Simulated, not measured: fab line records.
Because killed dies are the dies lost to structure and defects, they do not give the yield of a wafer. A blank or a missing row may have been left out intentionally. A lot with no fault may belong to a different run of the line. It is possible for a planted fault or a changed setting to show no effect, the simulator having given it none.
Which of the tools did it? / flow gf180mcu / 42 wafers from 14 lots sampled at 3 of the route's 602 steps

== WHAT THE GAUGES SHOWED, per wafer ==
GF_VT_IMPLANT_OVL_MEAS_40. Usual: VT_IMPLANT_03_OVL gives 0.7 nm (standard deviation 1.3).
lot=L302; measured=day 7 19:19; on=overlay-02; VT_IMPLANT_03_OVL (nm)=0.1 0.8 1.7; flag=
lot=L303; measured=day 8 03:55; on=overlay-02; VT_IMPLANT_03_OVL (nm)=0.4 -1.2 -1.2; flag=
lot=L304; measured=day 8 13:02; on=overlay-01; VT_IMPLANT_03_OVL (nm)=-0.1 0.9 0.7; flag=
lot=L307; measured=day 9 05:52; on=overlay-02; VT_IMPLANT_03_OVL (nm)=2.5 0.5 0.3; flag=
lot=L308; measured=day 9 14:02; on=overlay-01; VT_IMPLANT_03_OVL (nm)=-2.1 -1.7 -0.6; flag=
lot=L309; measured=day 9 21:06; on=overlay-01; VT_IMPLANT_03_OVL (nm)=2.6 1.4 2.5; flag=
lot=L311; measured=day 10 10:13; on=overlay-02; VT_IMPLANT_03_OVL (nm)=2.3 0.3 0.1; flag=
lot=L312; measured=day 10 13:46; on=overlay-02; VT_IMPLANT_03_OVL (nm)=2.0 3.0 2.7; flag=
lot=L314; measured=day 11 02:28; on=overlay-01; VT_IMPLANT_03_OVL (nm)=-1.4 - -0.7; flag=
lot=L316; measured=day 11 22:07; on=overlay-02; VT_IMPLANT_03_OVL (nm)=- 0.5 2.0; flag=
lot=L317; measured=day 11 23:48; on=overlay-02; VT_IMPLANT_03_OVL (nm)=0.6 1.5 0.9; flag=
lot=L321; measured=day 13 05:07; on=overlay-01; VT_IMPLANT_03_OVL (nm)=-1.3 -0.4 -0.7; flag=
lot=L322; measured=day 13 11:44; on=overlay-01; VT_IMPLANT_03_OVL (nm)=0.1 -1.0 -0.3; flag=
lot=L323; measured=day 13 16:33; on=overlay-01; VT_IMPLANT_03_OVL (nm)=3.4 3.3 3.0; flag=

GF_VT_IMPLANT_TW_MEAS_43. Usual: VT_IMPLANT_4_TW gives 690 (standard deviation 6.1).
lot=L302; measured=day 7 19:37; on=film metro-03; VT_IMPLANT_4_TW=685 686 682; flag=
lot=L303; measured=day 8 04:11; on=film metro-03; VT_IMPLANT_4_TW=690 687 686; flag=
lot=L304; measured=day 8 13:20; on=film metro-02; VT_IMPLANT_4_TW=685 687 685; flag=
lot=L307; measured=day 9 06:09; on=film metro-02; VT_IMPLANT_4_TW=687 688 682; flag=
lot=L308; measured=day 9 14:20; on=film metro-01; VT_IMPLANT_4_TW=699 696 696; flag=
lot=L309; measured=day 9 21:23; on=film metro-02; VT_IMPLANT_4_TW=685 684 687; flag=
lot=L311; measured=day 10 10:29; on=film metro-02; VT_IMPLANT_4_TW=688 692 689; flag=
lot=L312; measured=day 10 14:02; on=film metro-03; VT_IMPLANT_4_TW=688 688 686; flag=
lot=L314; measured=day 11 02:47; on=film metro-01; VT_IMPLANT_4_TW=700 30 700; flag=OFF
lot=L316; measured=day 11 22:25; on=film metro-02; VT_IMPLANT_4_TW=30 692 691; flag=OFF
lot=L317; measured=day 12 00:05; on=film metro-03; VT_IMPLANT_4_TW=684 680 683; flag=
lot=L321; measured=day 13 05:26; on=film metro-03; VT_IMPLANT_4_TW=687 686 685; flag=
lot=L322; measured=day 13 12:01; on=film metro-03; VT_IMPLANT_4_TW=685 683 681; flag=
lot=L323; measured=day 13 16:50; on=film metro-01; VT_IMPLANT_4_TW=703 699 702; flag=

== TOOL THAT RAN EACH LOT (tool first, then ch and the chambers of the sampled wafers, then the start) ==
lot=L302; GF_VT_IMPLANT_DEVELOP_39=litho track-01 ch 0, day 7 19:13
lot=L303; GF_VT_IMPLANT_DEVELOP_39=litho track-01 ch 0, day 8 03:46
lot=L304; GF_VT_IMPLANT_DEVELOP_39=litho track-03 ch 0, day 8 12:53
lot=L307; GF_VT_IMPLANT_DEVELOP_39=litho track-04 ch 0, day 9 05:44
lot=L308; GF_VT_IMPLANT_DEVELOP_39=litho track-03 ch 0, day 9 13:53
lot=L309; GF_VT_IMPLANT_DEVELOP_39=litho track-04 ch 0, day 9 20:57
lot=L311; GF_VT_IMPLANT_DEVELOP_39=litho track-01 ch 0, day 10 10:04
lot=L312; GF_VT_IMPLANT_DEVELOP_39=litho track-01 ch 0, day 10 13:37
lot=L314; GF_VT_IMPLANT_DEVELOP_39=litho track-01 ch 0, day 11 02:19
lot=L316; GF_VT_IMPLANT_DEVELOP_39=litho track-01 ch 0, day 11 22:01
lot=L317; GF_VT_IMPLANT_DEVELOP_39=litho track-04 ch 0, day 11 23:39
lot=L321; GF_VT_IMPLANT_DEVELOP_39=litho track-04 ch 0, day 13 04:58
lot=L322; GF_VT_IMPLANT_DEVELOP_39=litho track-03 ch 0, day 13 11:35
lot=L323; GF_VT_IMPLANT_DEVELOP_39=litho track-04 ch 0, day 13 16:24
- GF_VT_IMPLANT_DEVELOP_39: develop time 60 s.

== AS READ BY THE TOOLS THEMSELVES (means over the sampled wafers that have a number; for cases with no such wafer, the mark the record gives instead) ==
The record holds no such reading with a usual standard deviation.

== THE ANSWER, worked out from the rows above alone ==
Rule: lot off if the mean of its wafers having a number is beyond 3 standard deviations from the usual mean. Also off: a lot with no number at a reading for which 4 or more lots have one. The other lots that the step has rows for count as sound. First the gauges in route order, then the tools' own readings, where a lot's mean is used as printed above. At the first step where some lot is off, the reading lying furthest off is the one used; lots without a number count as furthest.
Off: at GF_VT_IMPLANT_TW_MEAS_43 (VT_IMPLANT_4_TW), L314, L316.
If a tool, at a process step before that reading, ran all the lots that are off and no sound lot after the first of them, it fits. Those tools and the gauges at GF_VT_IMPLANT_TW_MEAS_43 are tried in the same way. One fits: litho track-01 at GF_VT_IMPLANT_DEVELOP_39. Its last sound lot is L312 (day 10 13:37), its first lot that is off L314 (day 11 02:19): a fault that began between those two fits.

== WHAT THE SIMULATOR HAD PUT IN ==
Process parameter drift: litho track-01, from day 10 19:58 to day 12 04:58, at GF_VT_IMPLANT_DEVELOP_39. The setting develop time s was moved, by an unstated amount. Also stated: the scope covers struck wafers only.
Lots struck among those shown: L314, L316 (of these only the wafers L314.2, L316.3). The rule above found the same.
